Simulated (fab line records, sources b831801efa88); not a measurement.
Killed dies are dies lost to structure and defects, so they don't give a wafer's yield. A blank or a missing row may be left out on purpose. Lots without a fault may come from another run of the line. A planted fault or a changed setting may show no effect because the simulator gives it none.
Which tool did it? | flow gf180mcu | 13 lots, 39 wafers sampled, at 4 steps of a route of 602

WHAT THE GAUGES READ, wafer by wafer
GF_PASSIVATION_THK_MEAS_03. Usual: PASSIVATION_CVD_02_THK 700 nm, standard deviation 9.
lot  | measured     | on            | PASSIVATION_CVD_02_THK (nm) | flag
L517 | day 29 05:14 | film_metro-01 | 702 695 705                 |
L518 | day 29 17:11 | film_metro-03 | 692 703 701                 |
L519 | day 29 23:46 | film_metro-02 | 690 697 710                 |
L520 | day 30 09:22 | film_metro-01 | 694 706 700                 |
L521 | day 30 17:04 | film_metro-03 | 692 699 703                 |
L522 | day 31 08:43 | film_metro-03 | 691 691 705                 |
L524 | day 31 12:58 | film_metro-02 | 708 712 702                 |
L526 | day 31 21:53 | film_metro-02 | 710 720 722                 |
L528 | day 32 10:56 | film_metro-02 | 700 704 721                 |
L535 | day 34 00:16 | film_metro-02 | 700 678 692                 |
L536 | day 34 03:13 | film_metro-03 | 688 687 696                 |
L537 | day 34 13:52 | film_metro-03 | 692 692 700                 |
L538 | day 34 19:11 | film_metro-03 | 677 707 698                 |

WHICH TOOL RAN EACH LOT (tool, then ch and the chambers of the sampled wafers, then the start)
lot  | GF_V4_CVD_02                    | GF_V4_SPUTTER_22             | GF_MIM_SPUTTER_03
L517 | pecvd-01 ch 1,2, day 24 13:18   | pvd_sputter-03, day 25 12:27 | pvd_sputter-02, day 25 13:14
L518 | pecvd-04 ch 0,1,2, day 25 04:09 | pvd_sputter-03, day 26 02:54 | pvd_sputter-02, day 26 03:48
L519 | pecvd-02 ch 0,1,2, day 25 10:29 | pvd_sputter-04, day 26 09:21 | pvd_sputter-02, day 26 10:08
L520 | pecvd-01 ch 0,1,2, day 25 23:25 | pvd_sputter-02, day 26 22:00 | pvd_sputter-04, day 26 22:47
L521 | pecvd-01 ch 0,1,2, day 26 07:37 | pvd_sputter-04, day 27 05:37 | pvd_sputter-01, day 27 06:25
L522 | pecvd-02 ch 0,2, day 27 00:58   | pvd_sputter-04, day 27 23:20 | pvd_sputter-02, day 28 00:08
L524 | pecvd-01 ch 1,2, day 27 05:17   | pvd_sputter-03, day 28 03:08 | pvd_sputter-02, day 28 03:56
L526 | pecvd-04 ch 1,2, day 27 16:32   | pvd_sputter-04, day 28 13:47 | pvd_sputter-01, day 28 14:35
L528 | pecvd-04 ch 0,2, day 28 06:49   | pvd_sputter-03, day 29 03:38 | pvd_sputter-04, day 29 04:29
L535 | pecvd-01 ch 0,2, day 30 01:41   | pvd_sputter-04, day 30 21:59 | pvd_sputter-01, day 30 22:47
L536 | pecvd-04 ch 0,1,2, day 30 05:40 | pvd_sputter-02, day 31 01:33 | pvd_sputter-01, day 31 02:32
L537 | pecvd-04 ch 1,2, day 30 19:00   | pvd_sputter-04, day 31 14:15 | pvd_sputter-02, day 31 15:03
L538 | pecvd-04 ch 0,1,2, day 31 01:01 | pvd_sputter-02, day 31 20:15 | pvd_sputter-02, day 31 21:02
- GF_V4_CVD_02: deposits SiO2 from TEOS, target thk 850 nm, time 94.851 s.
- GF_V4_SPUTTER_22: material TiN, target thk 10 nm, time 40 s.
- GF_MIM_SPUTTER_03: material Ti, target thk 10 nm, time 6.7 s.

WHAT THE TOOLS THEMSELVES READ (means of the sampled wafers that have a number; where no wafer has one, the mark that the record gives instead)
GF_V4_CVD_02. Usual: heater_power_w 705 W, standard deviation 100.
lot  | tool     | heater_power_w (W) | flag
L517 | pecvd-01 | 788                |
L518 | pecvd-04 | 725                |
L519 | pecvd-02 | 738                |
L520 | pecvd-01 | 736                |
L521 | pecvd-01 | 678                |
L522 | pecvd-02 | 689                |
L524 | pecvd-01 | 802                |
L526 | pecvd-04 | 681                |
L528 | pecvd-04 | 712                |
L535 | pecvd-01 | 856                |
L536 | pecvd-04 | 730                |
L537 | pecvd-04 | 711                |
L538 | pecvd-04 | 659                |

GF_V4_SPUTTER_22. Usual: throttle_valve_pct 30.0 %, standard deviation 1.4.
lot  | tool           | throttle_valve_pct (%) | flag
L517 | pvd_sputter-03 | 31.7                   |
L518 | pvd_sputter-03 | 30.4                   |
L519 | pvd_sputter-04 | 30.8                   |
L520 | pvd_sputter-02 | 30.1                   |
L521 | pvd_sputter-04 | 29.6                   |
L522 | pvd_sputter-04 | 29.6                   |
L524 | pvd_sputter-03 | 30.5                   |
L526 | pvd_sputter-04 | 29.6                   |
L528 | pvd_sputter-03 | 30.6                   |
L535 | pvd_sputter-04 | 31.0                   |
L536 | pvd_sputter-02 | 29.4                   |
L537 | pvd_sputter-04 | 30.0                   |
L538 | pvd_sputter-02 | 29.2                   |

GF_MIM_SPUTTER_03. Usual: throttle_valve_pct 29.8 %, standard deviation 1.3.
lot  | tool           | throttle_valve_pct (%) | flag
L517 | pvd_sputter-02 | 29.4                   |
L518 | pvd_sputter-02 | 30.0                   |
L519 | pvd_sputter-02 | 30.2                   |
L520 | pvd_sputter-04 | 31.1                   |
L521 | pvd_sputter-01 | 29.7                   |
L522 | pvd_sputter-02 | 29.4                   |
L524 | pvd_sputter-02 | 29.2                   |
L526 | pvd_sputter-01 | 28.8                   |
L528 | pvd_sputter-04 | 30.4                   |
L535 | pvd_sputter-01 | 29.5                   |
L536 | pvd_sputter-01 | 30.8                   |
L537 | pvd_sputter-02 | 29.2                   |
L538 | pvd_sputter-02 | 28.8                   |

THE ANSWER, worked out from the rows above alone
Rule: a lot is off if the mean of its wafers that have a number lies more than 3 standard deviations from the usual mean. A lot without any number at a reading at which 4 lots or more have one is off too. The other lots that the step has rows for count as sound. The gauges are gone through in route order, then the tools' own readings, and for those a lot's mean is taken as printed above. The first step at which some lot is off is used, and at that step the reading that is off furthest; a lot without a number counts as furthest.
No lot is off at any reading shown: from this, nothing can be told.

WHAT THE SIMULATOR HAD PUT IN
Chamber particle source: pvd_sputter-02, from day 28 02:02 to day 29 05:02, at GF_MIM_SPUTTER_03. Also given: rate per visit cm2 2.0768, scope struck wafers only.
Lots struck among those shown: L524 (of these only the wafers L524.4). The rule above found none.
